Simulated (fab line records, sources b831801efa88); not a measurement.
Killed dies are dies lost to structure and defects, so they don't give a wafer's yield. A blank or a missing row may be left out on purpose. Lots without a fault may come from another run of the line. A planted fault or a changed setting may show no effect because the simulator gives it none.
fab line records | flow sky130
record lots=5 wafers=15 last_day=50
route steps=708 shown FIELD_ISO@25 NWELL@32 DNWELL@35 PWDE@45
lots that met no fault: from a run of the same line without faults
start_h: hours from the record's first day to the start of the lot's first wafer shown | wait_h: hours since the lot's step before | " the same as in the row above | L1.1+2: a row that stands for several wafers | - no value, or no start given | * or withheld: withheld | < > ~ a bound
route shown NAME@n: a module of which the file shows steps, and the number in the route of the first | usual: mean/standard deviation of fault-free wafers | same: alike in all rows | chamber/n: place in a boat | sites: the reading at each site | _std_site: their standard deviation | _edge_site: outer sites' mean less inner sites' | radius_mm: how far each site lies from the wafer's centre | mask NAME#n: copy n | behind: the tool/chamber that last shaped the wafer | hold: why the lot was held/for how many hours/how that ended | device: the transistor (n, p or np) that didn't switch | end of line: the same wafers' tests at the end of the route | a step without rows: its recipe alone | killed: dies lost to structure and defects at the first sort, not the wafer's yield | map: a wafer's dies, x killed, . not, _ none there
set.NAME: the setting as run; set.NAME@STEP: as run at that earlier step | model.NAME: the simulator's own value behind a step, which no gauge read
lots at some steps of the route; a table a step, a row a wafer
services: from which hour (start_h, from the record's first day; less than 0 if before it) a tool's chamber was out of use, for how many hours, and why
## steps
# step SKY_FIELD_ISO_CVD_24
# recipe material=SiO2 target_thk_nm=595 temp_c=650 sigma_open_frac=0.3 time_s=99.2 sih4_flow_sccm=60 pressure_mtorr=6
# columns lot.wafer tool chamber start_h wait_h
L081.2+4+5 hdpcvd-01 2,1,0 69.26 0.0
L086.1+4+6 hdpcvd-01 1,2,1 94.36 0.1
L088.3+4+5 hdpcvd-01 0,0,2 105.25 0.0
L093.3+4+6 hdpcvd-01 1,1,0 130.71 0.0
L097.1+3+6 hdpcvd-02 2,0,0 150.65 0.1
# step SKY_FIELD_ISO_THK_MEAS_25
# recipe reads=SiO2_of_FIELD_ISO_CVD_24
# usual FIELD_ISO_CVD_24_THK=596/7.4
# columns lot.wafer tool chamber start_h wait_h FIELD_ISO_CVD_24_THK[nm]
L081.2 film_metro-04 - 69.34 0.0 596
L081.4 " - " " 607
L081.5 " - " " 595
L086.1 film_metro-04 - 94.44 0.0 608
L086.4 " - " " 604
L086.6 " - " " 610
L088.3 film_metro-04 - 105.35 0.1 583
L088.4 " - " " 589
L088.5 " - " " 591
L093.3 film_metro-04 - 130.80 0.1 611
L093.4 " - " " 617
L093.6 " - " " 603
L097.1 film_metro-02 - 150.72 0.0 588
L097.3 " - " " 590
L097.6 " - " " 586
# step SKY_FIELD_ISO_ANNEAL_26
# recipe temp_c=1000 time_s=1800 ambient=N2
# usual spike_tc_lower_C=1000.1/1.1 zone_power_bottom_pct=38.1/1.9
# columns lot.wafer tool chamber start_h wait_h spike_tc_lower_C zone_power_bottom_pct
L081.2 furnace-02 0 69.39 0.0 999.0 40.1
L081.4 " 0 " " 999.7 40.5
L081.5 " 0 " " 998.8 40.3
L086.1 furnace-02 0 94.75 0.3 997.6 40.0
L086.4 " 0 " " 999.3 40.7
L086.6 " 0 " " 998.9 40.0
L088.3 furnace-01 0 107.36 2.0 999.6 36.2
L088.4 " 0 " " 1000.9 36.1
L088.5 " 0 " " 1000.4 36.5
L093.3 furnace-01 0 130.84 0.0 1000.1 36.6
L093.4 " 0 " " 998.5 35.9
L093.6 " 0 " " 1001.1 36.4
L097.1 furnace-01 0 152.10 1.4 1000.1 35.8
L097.3 " 0 " " 999.6 36.6
L097.6 " 0 " " 1000.3 36.4
# step SKY_FIELD_ISO_CMP_27
# recipe stop_on=Si3N4 t_overpolish_s=16 down_force_psi=4 platen_rpm=60 target_thk_nm=457.8 pad_velocity_m_s=0.94248
# usual motor_current_A=12.6/1.7 overpolish_run_s=16.000/0.0082 time_to_endpoint_s=111/5.9
# columns lot.wafer tool chamber start_h wait_h motor_current_A overpolish_run_s time_to_endpoint_s
L081.2 cmp-02 0 70.99 0.1 11.0 16.009 106
L081.4 " 1 " " 11.6 16.007 119
L081.5 " 2 " " 13.5 16.007 111
L086.4 cmp-02 3 96.30 0.1 14.7 16.003 113
L086.1 " 0 " " 11.0 15.976 106
L086.6 " 3 " " 14.6 16.004 114
L088.3 cmp-02 0 108.86 0.0 11.4 15.994 101
L088.4 " 3 " " 15.3 15.995 116
L088.5 " 0 " " 11.3 15.987 104
L093.4 cmp-01 1 132.39 0.1 14.2 16.009 112
L093.3 " 3 " " 9.8 15.989 108
L093.6 " 1 " " 14.3 15.998 109
L097.3 cmp-02 0 153.65 0.1 10.9 16.003 106
L097.1 " 1 " " 11.6 15.993 117
L097.6 " 3 " " 15.6 15.996 115
# step SKY_FIELD_ISO_WET_ETCH_28
# recipe chemistry=dHF target_depth_nm=23.7 target=SiO2 dilution=10:1 temp_c=25 time_s=47
# usual bath_heat_duty_pct=6.5/0.71
# columns lot.wafer tool chamber start_h wait_h bath_heat_duty_pct
L081.2 wet_bench-02 1 71.19 0.1 6.0
L081.4 " 1 " " 7.5
L081.5 " 1 " " 6.8
L086.1 wet_bench-02 0 96.55 0.1 6.1
L086.4 " 0 " " 5.8
L086.6 " 0 " " 6.7
L088.3 wet_bench-02 2 109.16 0.2 6.4
L088.4 " 2 " " 6.4
L088.5 " 2 " " 6.6
L093.3 wet_bench-03 0 132.64 0.1 5.9
L093.4 " 0 " " 5.3
L093.6 " 0 " " 5.9
L097.1 wet_bench-02 1 153.90 0.1 6.2
L097.3 " 1 " " 6.7
L097.6 " 1 " " 5.9
# step SKY_FIELD_ISO_WET_ETCH_29
# recipe chemistry=H3PO4 target_depth_nm=160 target=Si3N4 temp_c=160 time_s=1825
# usual bath_heat_duty_pct=27.4/2
# columns lot.wafer tool chamber start_h wait_h bath_heat_duty_pct
L081.2 wet_bench-03 2 71.21 0.0 29.2
L081.4 " 2 " " 26.9
L081.5 " 2 " " 25.9
L086.1 wet_bench-01 1 96.58 0.0 24.7
L086.4 " 1 " " 24.5
L086.6 " 1 " " 26.6
L088.3 wet_bench-01 0 109.18 0.0 26.7
L088.4 " 0 " " 29.1
L088.5 " 0 " " 29.3
L093.3 wet_bench-02 0 132.66 0.0 27.1
L093.4 " 0 " " 27.6
L093.6 " 0 " " 27.4
L097.1 wet_bench-01 2 153.93 0.0 31.0
L097.3 " 2 " " 31.9
L097.6 " 2 " " 28.7
# step SKY_FIELD_ISO_WET_ETCH_30
# recipe chemistry=dHF target_depth_nm=25 target=SiO2 dilution=10:1 temp_c=25 time_s=50
# usual bath_heat_duty_pct=6.5/0.71
# columns lot.wafer tool chamber start_h wait_h bath_heat_duty_pct
L081.2 wet_bench-01 0 71.77 0.0 7.1
L081.4 " 0 " " 6.0
L081.5 " 0 " " 6.1
L086.1 wet_bench-02 2 97.09 0.0 6.6
L086.4 " 2 " " 6.0
L086.6 " 2 " " 5.8
L088.3 wet_bench-02 3 109.69 0.0 6.2
L088.4 " 3 " " 6.4
L088.5 " 3 " " 7.2
L093.3 wet_bench-03 3 133.18 0.0 6.7
L093.4 " 3 " " 6.6
L093.6 " 3 " " 6.9
L097.1 wet_bench-01 0 154.49 0.0 6.7
L097.3 " 0 " " 6.1
L097.6 " 0 " " 6.0
# step SKY_NWELL_CLEAN_00
# recipe chemistry=SC1/SC2 mix=1:4:20 temp_c=70 time_s=150 dry=n2_spin
# usual bath_heat_duty_pct=14.3/1.4
# columns lot.wafer tool chamber start_h wait_h bath_heat_duty_pct
L081.2 wet_bench-02 1 71.80 0.0 14.1
L081.4 " 1 " " 13.4
L081.5 " 1 " " 14.8
L086.1 wet_bench-01 2 97.12 0.0 15.9
L086.4 " 2 " " 16.7
L086.6 " 2 " " 16.3
L088.3 wet_bench-01 2 109.72 0.0 15.2
L088.4 " 2 " " 15.7
L088.5 " 2 " " 16.0
L093.3 wet_bench-01 3 133.20 0.0 15.5
L093.4 " 3 " " 16.0
L093.6 " 3 " " 14.6
L097.1 wet_bench-01 2 154.51 0.0 16.0
L097.3 " 2 " " 15.1
L097.6 " 2 " " 15.7
# step SKY_NWELL_OXIDATION_01
# recipe temp_c=900 ambient=O2 stabilise_s=600 purge_s=300 target_thk_a=100 ox_time_s=1418
# usual spike_tc_lower_C=900.1/1 zone_power_bottom_pct=30.2/1.5
# columns lot.wafer tool chamber start_h wait_h spike_tc_lower_C zone_power_bottom_pct
L081.2 furnace-01 0 72.99 1.1 901.0 28.9
L081.4 " 0 " " 901.0 28.6
L081.5 " 0 " " 900.0 28.5
L086.1 furnace-01 0 97.35 0.2 901.1 28.6
L086.4 " 0 " " 899.2 28.9
L086.6 " 0 " " 899.8 28.2
L088.3 furnace-01 0 110.03 0.3 900.5 29.1
L088.4 " 0 " " 901.7 28.5
L088.5 " 0 " " 899.9 28.8
L093.3 furnace-02 0 133.25 0.0 900.7 31.5
L093.4 " 0 " " 901.1 31.8
L093.6 " 0 " " 899.2 31.8
L097.1 furnace-01 0 155.01 0.4 901.6 28.4
L097.3 " 0 " " 900.3 28.4
L097.6 " 0 " " 900.5 28.6
# step SKY_NWELL_THK_MEAS_02
# recipe reads=SiO2_of_NWELL_OXIDATION_01
# usual NWELL_OXIDATION_THK=10.01/0.18
# columns lot.wafer tool chamber start_h wait_h NWELL_OXIDATION_THK[nm]
L081.2 film_metro-01 - 74.40 0.0 9.81
L081.4 " - " " 9.96
L081.5 " - " " 9.79
L086.1 film_metro-02 - 98.74 0.0 9.93
L086.4 " - " " 9.95
L086.6 " - " " 10.14
L088.3 film_metro-03 - 111.44 0.0 9.79
L088.4 " - " " 10.01
L088.5 " - " " 9.53
L093.3 film_metro-03 - 134.66 0.0 10.27
L093.4 " - " " 10.26
L093.6 " - " " 10.20
L097.1 film_metro-03 - 156.41 0.0 10.03
L097.3 " - " " 10.00
L097.6 " - " " 9.94
# step SKY_DNWELL_DEHYDRATE_00
# recipe temp_c=200 time_s=60
# usual plate_temp_C=200.00/0.16
# columns lot.wafer tool chamber start_h wait_h plate_temp_C
L081.2 litho_track-03 0 81.44 7.0 200.17
L081.4 " 0 " " 200.16
L081.5 " 0 " " 200.31
L086.1 litho_track-03 0 108.02 9.3 199.89
L086.4 " 0 " " 199.83
L086.6 " 0 " " 199.72
L088.3 litho_track-01 0 119.63 8.2 200.02
L088.4 " 0 " " 199.82
L088.5 " 0 " " 200.17
L093.3 litho_track-04 0 144.23 9.6 199.72
L093.4 " 0 " " 199.86
L093.6 " 0 " " 199.91
L097.1 litho_track-03 0 166.17 9.7 199.96
L097.3 " 0 " " 200.07
L097.6 " 0 " " 199.90
# step SKY_DNWELL_HMDS_01
# recipe prime_time_s=60 prime_temp_c=120
# columns lot.wafer tool chamber start_h wait_h
L081.2+4+5 litho_track-03 0 81.59 0.1
L086.1+4+6 litho_track-03 0 108.17 0.1
L088.3+4+5 litho_track-01 0 119.78 0.1
L093.3+4+6 litho_track-04 0 144.38 0.1
L097.1+3+6 litho_track-03 0 166.32 0.1
# step SKY_DNWELL_COAT_02
# recipe spin_rpm=2000 resist_thk_nm=3000
# usual spin_speed_rpm=1999.9/1.2
# columns lot.wafer tool chamber start_h wait_h spin_speed_rpm
L081.2 litho_track-03 0 81.74 0.1 2000.5
L081.4 " 0 " " 2000.7
L081.5 " 0 " " 1998.1
L086.1 litho_track-03 0 108.32 0.1 1999.4
L086.4 " 0 " " 1998.2
L086.6 " 0 " " 1999.2
L088.3 litho_track-01 0 119.93 0.1 1999.6
L088.4 " 0 " " 1999.7
L088.5 " 0 " " 2000.0
L093.3 litho_track-04 0 144.53 0.1 2002.4
L093.4 " 0 " " 2001.8
L093.6 " 0 " " 2002.7
L097.1 litho_track-03 0 166.47 0.1 1999.9
L097.3 " 0 " " 1998.8
L097.6 " 0 " " 2000.1
# step SKY_DNWELL_SOFTBAKE_03
# recipe temp_c=110 time_s=withheld
# usual plate_temp_C=109.99/0.12
# columns lot.wafer tool chamber start_h wait_h plate_temp_C
L081.2 litho_track-03 0 81.90 0.1 110.16
L081.4 " 0 " " 110.04
L081.5 " 0 " " 110.02
L086.1 litho_track-03 0 108.47 0.1 109.99
L086.4 " 0 " " 110.03
L086.6 " 0 " " 109.83
L088.3 litho_track-01 0 120.10 0.1 110.04
L088.4 " 0 " " 110.09
L088.5 " 0 " " 110.02
L093.3 litho_track-04 0 144.69 0.1 110.04
L093.4 " 0 " " 110.07
L093.6 " 0 " " 109.96
L097.1 litho_track-03 0 166.62 0.1 110.01
L097.3 " 0 " " 109.94
L097.6 " 0 " " 110.03
# step SKY_DNWELL_EXPOSE_04
# recipe mask_id=DNM na=0.57 target_cd_nm=3000 dose_mj=222
# columns lot.wafer tool chamber start_h wait_h mask
L081.2+4+5 iline_stepper-02 0 - - DNM#0
L086.1+4+6 iline_stepper-01 0 - - DNM#0
L088.3+4+5 iline_stepper-02 0 - - DNM#0
L093.3+4+6 iline_stepper-01 0 - - DNM#0
L097.1+3+6 iline_stepper-01 0 - - DNM#0
# step SKY_DNWELL_PEB_05
# recipe temp_c=115 time_s=withheld
# usual plate_temp_C=115.02/0.15
# columns lot.wafer tool chamber start_h wait_h plate_temp_C
L081.2 litho_track-04 0 - - 114.81
L081.4 " 0 " " 114.67
L081.5 " 0 " " 114.80
L086.1 litho_track-04 0 - - 115.18
L086.4 " 0 " " 114.92
L086.6 " 0 " " 115.01
L088.3 litho_track-01 0 - - 114.82
L088.4 " 0 " " 115.07
L088.5 " 0 " " 114.83
L093.3 litho_track-04 0 - - 114.99
L093.4 " 0 " " 115.06
L093.6 " 0 " " 115.22
L097.1 litho_track-01 0 - - 115.11
L097.3 " 0 " " 115.08
L097.6 " 0 " " 115.19
# step SKY_DNWELL_DEVELOP_06
# recipe wall_angle_deg=90 developer=TMAH develop_time_s=60 dev_temp_c=23
# columns lot.wafer tool chamber start_h wait_h
L081.2+4+5 litho_track-04 0 - -
L086.1+4+6 litho_track-04 0 - -
L088.3+4+5 litho_track-01 0 - -
L093.3+4+6 litho_track-04 0 - -
L097.1+3+6 litho_track-01 0 - -
# step SKY_DNWELL_IMPLANT_07
# recipe species=P energy_kev=withheld dose_cm2=withheld tilt_deg=withheld
# same implant_ion_amu=*
# columns lot.wafer tool chamber start_h wait_h
L081.2+4+5 implanter-04 0 90.70 -
L086.1+4+6 implanter-01 0 117.03 -
L088.3+4+5 implanter-03 0 129.83 -
L093.3+4+6 implanter-03 0 154.48 -
L097.1+3+6 implanter-01 0 176.98 -
# step SKY_DNWELL_STRIP_08
# recipe chemistry=O2/N2 power_w=1400 pressure_mtorr=1500 platen_temp_c=withheld o2_flow_sccm=3000 n2_flow_sccm=300 overash_fraction=0.5
# usual drypump_motor_current_A=5.7/0.7 oes_product_au=0.723/0.005 strip_time_to_endpoint_s=36.87/0.091
# columns lot.wafer tool chamber start_h wait_h drypump_motor_current_A oes_product_au rf_hours_counter_h strip_time_to_endpoint_s
L081.2 plasma_asher-02 1 90.83 0.1 5.2 0.724 41 36.78
L081.4 " 0 " " 6.2 0.726 - 36.74
L081.5 " 1 " " 5.2 0.720 - 36.81
L086.1 plasma_asher-02 0 117.18 0.1 6.2 0.724 45 36.81
L086.4 " 1 " " 5.2 0.720 - 36.90
L086.6 " 1 " " 5.2 0.719 - 36.86
L088.3 plasma_asher-02 0 129.96 0.1 6.2 0.721 - 36.91
L088.4 " 1 " " 5.2 0.719 - 36.82
L088.5 " 1 " " 5.2 0.728 - 36.81
L093.3 plasma_asher-01 1 154.61 0.1 5.4 0.725 - 36.89
L093.4 " 0 " " 6.1 0.718 - 36.82
L093.6 " 1 " " 5.4 0.722 - 36.78
L097.1 plasma_asher-04 1 177.13 0.1 4.8 0.729 48 36.57
L097.3 " 1 " " 4.7 0.724 - 36.78
L097.6 " 1 " " 4.7 0.716 - 36.76
# step SKY_DNWELL_TW_MEAS_09
# usual DNWELL_TW=1121/7.4
# columns lot.wafer tool chamber start_h wait_h DNWELL_TW
L081.2 film_metro-03 - 90.94 0.1 1115
L081.4 " - " " 1116
L081.5 " - " " 1112
L086.1 film_metro-03 - 117.28 0.1 1103
L086.4 " - " " 1110
L086.6 " - " " 1115
L088.3 film_metro-03 - 130.05 0.1 1127
L088.4 " - " " 1118
L088.5 " - " " 1120
L093.3 film_metro-01 - 154.70 0.1 1122
L093.4 " - " " 1119
L093.6 " - " " 1122
L097.1 film_metro-01 - 177.23 0.1 1125
L097.3 " - " " 1119
L097.6 " - " " 1124
# step SKY_PWDE_DEHYDRATE_00
# recipe temp_c=200 time_s=60
# usual plate_temp_C=199.99/0.15
# columns lot.wafer tool chamber start_h wait_h plate_temp_C
L081.2 litho_track-04 0 98.90 8.0 200.14
L081.4 " 0 " " 199.88
L081.5 " 0 " " 200.21
L086.1 litho_track-02 0 126.78 9.5 200.03
L086.4 " 0 " " 200.08
L086.6 " 0 " " 199.87
L088.3 litho_track-02 0 138.93 8.9 200.22
L088.4 " 0 " " 199.81
L088.5 " 0 " " 199.93
L093.3 litho_track-01 0 163.88 9.2 200.19
L093.4 " 0 " " 200.04
L093.6 " 0 " " 200.05
L097.1 litho_track-04 0 184.48 7.2 199.61
L097.3 " 0 " " 199.84
L097.6 " 0 " " 199.81
# step SKY_PWDE_HMDS_01
# recipe prime_time_s=60 prime_temp_c=120
# columns lot.wafer tool chamber start_h wait_h
L081.2+4+5 litho_track-04 0 99.05 0.1
L086.1+4+6 litho_track-02 0 126.93 0.1
L088.3+4+5 litho_track-02 0 139.08 0.1
L093.3+4+6 litho_track-01 0 164.03 0.1
L097.1+3+6 litho_track-04 0 184.63 0.1
# step SKY_PWDE_COAT_02
# recipe spin_rpm=2000 resist_thk_nm=3000
# usual spin_speed_rpm=2000.1/1.4
# columns lot.wafer tool chamber start_h wait_h spin_speed_rpm
L081.2 litho_track-04 0 99.20 0.1 1999.1
L081.4 " 0 " " 2000.3
L081.5 " 0 " " 2000.7
L086.1 litho_track-02 0 127.08 0.1 1998.1
L086.4 " 0 " " 1997.8
L086.6 " 0 " " 1997.7
L088.3 litho_track-02 0 139.23 0.1 1998.3
L088.4 " 0 " " 2001.4
L088.5 " 0 " " 2003.1
L093.3 litho_track-01 0 164.18 0.1 1999.6
L093.4 " 0 " " 2002.1
L093.6 " 0 " " 2001.3
L097.1 litho_track-04 0 184.78 0.1 2003.2
L097.3 " 0 " " 2001.1
L097.6 " 0 " " 1998.3
# step SKY_PWDE_SOFTBAKE_03
# recipe temp_c=110 time_s=withheld
# usual plate_temp_C=110.05/0.14
# columns lot.wafer tool chamber start_h wait_h plate_temp_C
L081.2 litho_track-04 0 99.36 0.1 110.07
L081.4 " 0 " " 110.20
L081.5 " 0 " " 110.06
L086.1 litho_track-02 0 127.23 0.1 109.97
L086.4 " 0 " " 110.10
L086.6 " 0 " " 110.00
L088.3 litho_track-02 0 139.40 0.1 110.10
L088.4 " 0 " " 109.93
L088.5 " 0 " " 109.79
L093.3 litho_track-01 0 164.35 0.1 110.10
L093.4 " 0 " " 110.09
L093.6 " 0 " " 110.34
L097.1 litho_track-04 0 184.93 0.1 110.07
L097.3 " 0 " " 110.14
L097.6 " 0 " " 110.19
# step SKY_PWDE_EXPOSE_04
# recipe mask_id=PWDEM na=0.6 source_shape=conventional sigma_outer=0.6 polarization=unpolarized target_cd_nm=840 dose_mj=214
# columns lot.wafer tool chamber start_h wait_h mask
L081.2+4+5 iline_stepper-02 0 - - PWDEM#0
L086.1+4+6 iline_stepper-01 0 - - PWDEM#0
L088.3+4+5 iline_stepper-01 0 - - PWDEM#0
L093.3+4+6 iline_stepper-01 0 - - PWDEM#0
L097.1+3+6 iline_stepper-01 0 - - PWDEM#0
# step SKY_PWDE_PEB_05
# recipe temp_c=115 time_s=withheld
# usual plate_temp_C=115.00/0.13
# columns lot.wafer tool chamber start_h wait_h plate_temp_C
L081.2 litho_track-04 0 - - 115.25
L081.4 " 0 " " 115.09
L081.5 " 0 " " 115.17
L086.1 litho_track-04 0 - - 114.99
L086.4 " 0 " " 115.08
L086.6 " 0 " " 115.01
L088.3 litho_track-02 0 - - 114.88
L088.4 " 0 " " 115.17
L088.5 " 0 " " 115.05
L093.3 litho_track-02 0 - - 115.16
L093.4 " 0 " " 115.01
L093.6 " 0 " " 114.82
L097.1 litho_track-02 0 - - 115.10
L097.3 " 0 " " 115.01
L097.6 " 0 " " 115.00
# step SKY_PWDE_DEVELOP_06
# recipe wall_angle_deg=90 developer=TMAH develop_time_s=60 dev_temp_c=23
# columns lot.wafer tool chamber start_h wait_h
L081.2+4+5 litho_track-04 0 - -
L086.1+4+6 litho_track-04 0 - -
L088.3+4+5 litho_track-02 0 - -
L093.3+4+6 litho_track-02 0 - -
L097.1+3+6 litho_track-02 0 - -
# step SKY_PWDE_OVL_MEAS_07
# usual PWDE_OVL=0.0/1.3
# columns lot.wafer tool chamber start_h wait_h PWDE_OVL[nm]
L081.2 overlay-02 - 108.98 - -1.0
L081.4 " - " " -0.6
L081.5 " - " " 0.4
L086.1 overlay-01 - 136.43 - -2.6
L086.4 " - " " 0.8
L086.6 " - " " 1.4
L088.3 overlay-02 - 149.49 - -1.8
L088.4 " - " " -0.4
L088.5 " - " " 0.5
L093.3 overlay-02 - 180.30 - 0.7
L093.4 " - " " 0.6
L093.6 " - " " 1.3
L097.1 overlay-01 - 195.98 - 3.5
L097.3 " - " " -0.1
L097.6 " - " " 0.1
# step SKY_PWDE_IMPLANT_08
# recipe species=B energy_kev=150 dose_cm2=3.6e+12 tilt_deg=withheld
# usual beam_energy_keV=150.00/0.042 beam_on_s=10.00/0.22
# same implant_ion_amu=11
# columns lot.wafer tool chamber start_h wait_h beam_energy_keV beam_on_s
L081.2 implanter-01 0 109.04 0.0 150.00 10.17
L081.4 " 0 " " 150.09 9.86
L081.5 " 0 " " 149.90 10.01
L086.1 implanter-04 0 136.46 0.0 149.96 9.80
L086.4 " 0 " " 150.00 10.39
L086.6 " 0 " " 150.04 9.94
L088.3 implanter-04 0 149.57 0.1 149.97 10.47
L088.4 " 0 " " 150.04 10.16
L088.5 " 0 " " 150.02 9.34
L093.3 implanter-01 0 180.50 0.2 149.95 9.76
L093.4 " 0 " " 150.03 9.98
L093.6 " 0 " " 149.97 10.02
L097.1 implanter-02 0 196.02 0.0 150.03 9.68
L097.3 " 0 " " 150.05 9.89
L097.6 " 0 " " 149.88 9.68
# step SKY_PWDE_STRIP_09
# recipe chemistry=O2/N2 power_w=1400 pressure_mtorr=1500 platen_temp_c=withheld o2_flow_sccm=3000 n2_flow_sccm=300 overash_fraction=0.5
# usual drypump_motor_current_A=5.6/0.37 oes_product_au=0.722/0.0039 strip_time_to_endpoint_s=36.89/0.12
# columns lot.wafer tool chamber start_h wait_h drypump_motor_current_A oes_product_au rf_hours_counter_h strip_time_to_endpoint_s
L081.2 plasma_asher-03 1 109.16 0.1 5.3 0.719 30 37.03
L081.4 " 1 " " 5.3 0.723 - 37.12
L081.5 " 1 " " 5.3 0.723 - 37.13
L086.1 plasma_asher-03 1 136.61 0.1 5.3 0.726 34 36.88
L086.4 " 0 " " 5.9 0.727 - 36.99
L086.6 " 0 " " 5.8 0.722 - 36.87
L088.3 plasma_asher-03 0 149.70 0.1 5.8 0.725 - 36.94
L088.4 " 1 " " 5.3 0.724 - 36.92
L088.5 " 1 " " 5.3 0.722 - 36.81
L093.3 plasma_asher-03 0 180.64 0.1 5.8 0.724 - 36.93
L093.4 " 1 " " 5.3 0.723 - 36.92
L093.6 " 0 " " 5.8 0.721 - 36.97
L097.1 plasma_asher-03 1 196.17 0.1 5.3 0.721 39 36.86
L097.3 " 0 " " 5.8 0.726 - 36.84
L097.6 " 0 " " 5.8 0.728 - 36.84
# step SKY_PWDE_TW_MEAS_10
# usual PWDE_TW=376.8/2.1
# columns lot.wafer tool chamber start_h wait_h PWDE_TW
L081.2 film_metro-01 - 109.27 0.1 379.8
L081.4 " - " " 379.2
L081.5 " - " " 379.1
L086.1 film_metro-03 - 136.71 0.1 373.7
L086.4 " - " " 372.0
L086.6 " - " " 374.1
L088.3 film_metro-03 - 149.79 0.1 376.0
L088.4 " - " " 372.9
L088.5 " - " " 373.6
L093.3 film_metro-02 - 180.72 0.1 377.8
L093.4 " - " " 379.6
L093.6 " - " " 378.6
L097.1 film_metro-02 - 196.27 0.1 376.6
L097.3 " - " " 378.4
L097.6 " - " " 376.4
# step SKY_NWELL_DEHYDRATE_03
# recipe temp_c=200 time_s=60
# usual plate_temp_C=200.03/0.16
# columns lot.wafer tool chamber start_h wait_h plate_temp_C
L081.2 litho_track-03 0 117.09 7.8 200.04
L081.4 " 0 " " 199.91
L081.5 " 0 " " 200.06
L086.1 litho_track-01 0 146.13 9.4 200.19
L086.4 " 0 " " 200.01
L086.6 " 0 " " 200.12
L088.3 litho_track-03 0 159.57 9.8 200.04
L088.4 " 0 " " 199.98
L088.5 " 0 " " 200.18
L093.3 litho_track-01 0 186.73 6.0 200.02
L093.4 " 0 " " 200.08
L093.6 " 0 " " 200.00
L097.1 litho_track-02 0 205.33 9.1 200.10
L097.3 " 0 " " 200.21
L097.6 " 0 " " 200.19
# step SKY_NWELL_HMDS_04
# recipe prime_time_s=60 prime_temp_c=120
# columns lot.wafer tool chamber start_h wait_h
L081.2+4+5 litho_track-03 0 117.24 0.1
L086.1+4+6 litho_track-01 0 146.28 0.1
L088.3+4+5 litho_track-03 0 159.72 0.1
L093.3+4+6 litho_track-01 0 186.88 0.1
L097.1+3+6 litho_track-02 0 205.48 0.1
# step SKY_NWELL_COAT_05
# recipe spin_rpm=2000 resist_thk_nm=3000
# usual spin_speed_rpm=2000.1/1.2
# columns lot.wafer tool chamber start_h wait_h spin_speed_rpm
L081.2 litho_track-03 0 117.39 0.1 1996.8
L081.4 " 0 " " 2000.2
L081.5 " 0 " " 1999.5
L086.1 litho_track-01 0 146.43 0.1 2001.9
L086.4 " 0 " " 1999.5
L086.6 " 0 " " 2001.3
L088.3 litho_track-03 0 159.87 0.1 1999.7
L088.4 " 0 " " 1998.7
L088.5 " 0 " " 2001.2
L093.3 litho_track-01 0 187.03 0.1 1999.3
L093.4 " 0 " " 1999.6
L093.6 " 0 " " 2001.1
L097.1 litho_track-02 0 205.63 0.1 2000.7
L097.3 " 0 " " 2001.3
L097.6 " 0 " " 1999.8
# step SKY_NWELL_SOFTBAKE_06
# recipe temp_c=110 time_s=withheld
# usual plate_temp_C=110.01/0.13
# columns lot.wafer tool chamber start_h wait_h plate_temp_C
L081.2 litho_track-03 0 117.55 0.1 109.76
L081.4 " 0 " " 109.80
L081.5 " 0 " " 109.99
L086.1 litho_track-01 0 146.58 0.1 110.02
L086.4 " 0 " " 110.00
L086.6 " 0 " " 110.02
L088.3 litho_track-03 0 160.03 0.1 110.07
L088.4 " 0 " " 110.00
L088.5 " 0 " " 110.05
L093.3 litho_track-01 0 187.20 0.1 110.08
L093.4 " 0 " " 110.01
L093.6 " 0 " " 110.03
L097.1 litho_track-02 0 205.78 0.1 109.96
L097.3 " 0 " " 109.97
L097.6 " 0 " " 109.97
# step SKY_NWELL_EXPOSE_07
# recipe mask_id=NWM na=0.6 source_shape=conventional sigma_outer=0.6 polarization=unpolarized target_cd_nm=840 dose_mj=255
# columns lot.wafer tool chamber start_h wait_h mask
L081.2+4+5 iline_stepper-01 0 - - NWM#0
L086.1+4+6 iline_stepper-01 0 - - NWM#0
L088.3+4+5 iline_stepper-01 0 - - NWM#0
L093.3+4+6 iline_stepper-01 0 - - NWM#0
L097.1+3+6 iline_stepper-01 0 - - NWM#0
# step SKY_NWELL_PEB_08
# recipe temp_c=115 time_s=withheld
# usual plate_temp_C=115.02/0.13
# columns lot.wafer tool chamber start_h wait_h plate_temp_C
L081.2 litho_track-02 0 - - 114.99
L081.4 " 0 " " 115.08
L081.5 " 0 " " 114.81
L086.1 litho_track-03 0 - - 115.07
L086.4 " 0 " " 115.00
L086.6 " 0 " " 114.89
L088.3 litho_track-03 0 - - 114.87
L088.4 " 0 " " 114.89
L088.5 " 0 " " 114.90
L093.3 litho_track-03 0 - - 114.99
L093.4 " 0 " " 115.05
L093.6 " 0 " " 114.94
L097.1 litho_track-02 0 - - 114.89
L097.3 " 0 " " 114.97
L097.6 " 0 " " 114.85
# step SKY_NWELL_DEVELOP_09
# recipe wall_angle_deg=90 developer=TMAH develop_time_s=60 dev_temp_c=23
# columns lot.wafer tool chamber start_h wait_h
L081.2+4+5 litho_track-02 0 - -
L086.1+4+6 litho_track-03 0 - -
L088.3+4+5 litho_track-03 0 - -
L093.3+4+6 litho_track-03 0 - -
L097.1+3+6 litho_track-02 0 - -
# step SKY_NWELL_OVL_MEAS_10
# usual NWELL_00_OVL=0.2/1.6
# columns lot.wafer tool chamber start_h wait_h NWELL_00_OVL[nm]
L081.2 overlay-01 - 127.79 - 1.9
L081.4 " - " " 0.6
L081.5 " - " " 1.0
L086.1 overlay-02 - 156.62 - 0.0
L086.4 " - " " 0.7
L086.6 " - " " 1.6
L088.3 overlay-02 - 169.98 - 2.1
L088.4 " - " " 2.4
L088.5 " - " " 2.2
L093.3 overlay-01 - 199.13 - 0.2
L093.4 " - " " 0.3
L093.6 " - " " 1.2
L097.1 overlay-01 - 217.28 - -0.9
L097.3 " - " " -0.3
L097.6 " - " " -0.9
## services
# columns tool chamber start_h hours kind
iline_stepper-02 - 46.45 1.7 pm
plasma_asher-02 - 54.48 2.1 repair
wet_bench-02 - 54.71 0.9 repair
cmp-02 - 64.00 4.0 pm
implanter-01 - 72.19 20.4 pm
implanter-01 - 99.14 4.9 repair
implanter-04 - 99.94 9.9 repair
furnace-01 - 103.04 3.0 pm
wet_bench-03 - 103.72 6.0 repair
iline_stepper-02 - 110.60 1.6 repair
cmp-02 - 111.24 5.8 pm
wet_bench-02 - 119.50 0.6 repair
cmp-02 - 135.52 1.9 repair
implanter-04 - 143.59 4.5 repair
iline_stepper-02 - 148.95 8.9 pm
hdpcvd-01 0 150.41 11.0 repair
hdpcvd-01 - 153.30 2.8 repair
implanter-01 - 163.83 5.6 repair
implanter-04 - 179.34 3.0 repair
furnace-02 - 188.02 3.4 pm
hdpcvd-01 0 196.88 9.6 repair
furnace-02 - 197.16 58.7 pm
cmp-02 - 207.14 0.9 repair
plasma_asher-03 - 217.19 3.3 repair
## key
fault none
